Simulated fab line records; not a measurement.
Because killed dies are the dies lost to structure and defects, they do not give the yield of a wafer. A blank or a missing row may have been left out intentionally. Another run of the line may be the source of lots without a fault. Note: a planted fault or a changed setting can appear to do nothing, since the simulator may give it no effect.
The tool behind it: which one? + flow gf180mcu + 12 lots with 36 wafers sampled at 4 steps, on a route of 602 steps

## WHAT THE GAUGES SHOWED, per wafer
GF_M3_OVL_MEAS_15.
| lot  | measured     | on         | M3_OVL (nm) |
|------|--------------|------------|-------------|
| L075 | day 21 15:38 | overlay-02 | 11 5 10     |
| L077 | day 22 09:44 | overlay-01 | 6 11 6      |
| L079 | day 23 15:19 | overlay-02 | 1 7 4       |
| L083 | day 24 21:19 | overlay-02 | -1 7 0      |
| L082 | day 24 23:22 | overlay-02 | 7 8 11      |
| L085 | day 25 18:34 | overlay-02 | 5 1 10      |
| L088 | day 26 01:46 | overlay-01 | 7 3 8       |
| L091 | day 26 17:53 | overlay-01 | 4 8 7       |
| L090 | day 26 23:19 | overlay-02 | 3 5 6       |
| L093 | day 27 11:13 | overlay-01 | 9 4 5       |
| L095 | day 27 21:11 | overlay-01 | 6 12 8      |
| L097 | day 28 11:40 | overlay-01 | 8 7 2       |

## TOOL THAT RAN EACH LOT (tool first, then ch and the chambers of the sampled wafers, then the start)
| lot  | GF_V1_CMP_04                  | GF_V1_SPUTTER_21             | GF_M3_SPUTTER_02             |
|------|-------------------------------|------------------------------|------------------------------|
| L075 | cmp-01 ch 1,2,3, day 17 11:28 | pvd sputter-02, day 18 12:15 | pvd sputter-04, day 20 16:14 |
| L077 | cmp-01 ch 1,2, day 18 06:22   | pvd sputter-03, day 19 07:05 | pvd sputter-01, day 21 10:40 |
| L079 | cmp-02 ch 1,2,3, day 19 12:55 | pvd sputter-03, day 20 15:02 | pvd sputter-04, day 22 17:24 |
| L083 | cmp-02 ch 0,1,2, day 20 21:40 | pvd sputter-03, day 21 21:56 | pvd sputter-04, day 23 23:43 |
| L082 | cmp-02 ch 1,3, day 20 22:18   | pvd sputter-02, day 21 23:00 | pvd sputter-04, day 24 01:35 |
| L085 | cmp-01 ch 0,1,2, day 21 20:56 | pvd sputter-01, day 22 21:04 | pvd sputter-01, day 24 20:43 |
| L088 | cmp-02 ch 0,1,3, day 22 04:38 | pvd sputter-02, day 23 04:40 | pvd sputter-01, day 25 04:13 |
| L091 | cmp-01 ch 1,2,3, day 22 22:47 | pvd sputter-03, day 23 22:38 | pvd sputter-01, day 25 21:34 |
| L090 | cmp-02 ch 2,3, day 23 04:35   | pvd sputter-01, day 24 03:50 | pvd sputter-04, day 26 02:23 |
| L093 | cmp-02 ch 1,2, day 23 18:47   | pvd sputter-03, day 24 17:52 | pvd sputter-01, day 26 15:47 |
| L095 | cmp-02 ch 2,3, day 24 06:02   | pvd sputter-02, day 25 04:32 | pvd sputter-01, day 27 01:48 |
| L097 | cmp-01 ch 0,1, day 24 22:26   | pvd sputter-01, day 25 20:35 | pvd sputter-02, day 27 16:02 |
- GF_V1_CMP_04: polishes SiO2.
- GF_V1_SPUTTER_21: material Ti, target thk 15 nm, time 80.02 s.
- GF_M3_SPUTTER_02: material AlCu, target thk 450 nm, time 23.9 s.

## THE ANSWER, worked out from the rows above alone
Rule: the usual values come from the lots themselves. The widest of any qualifying gaps counts: lots, ordered by their means at a reading, are off when they make up no more than a third of the lots, leave a main group of 4 or more, and stand apart from it by 3 or more times the standard deviation of that group's means. The tables above print the reading to a certain number of digits; a main group whose means all agree to those digits is not used. Also off: a lot with no number at a reading for which 4 or more lots have one. Where the step has rows for the other lots, those lots are counted as sound.
Across all readings shown, no lot is off: no conclusion can be drawn from this.

## WHAT HAD BEEN PUT IN BY THE SIMULATOR
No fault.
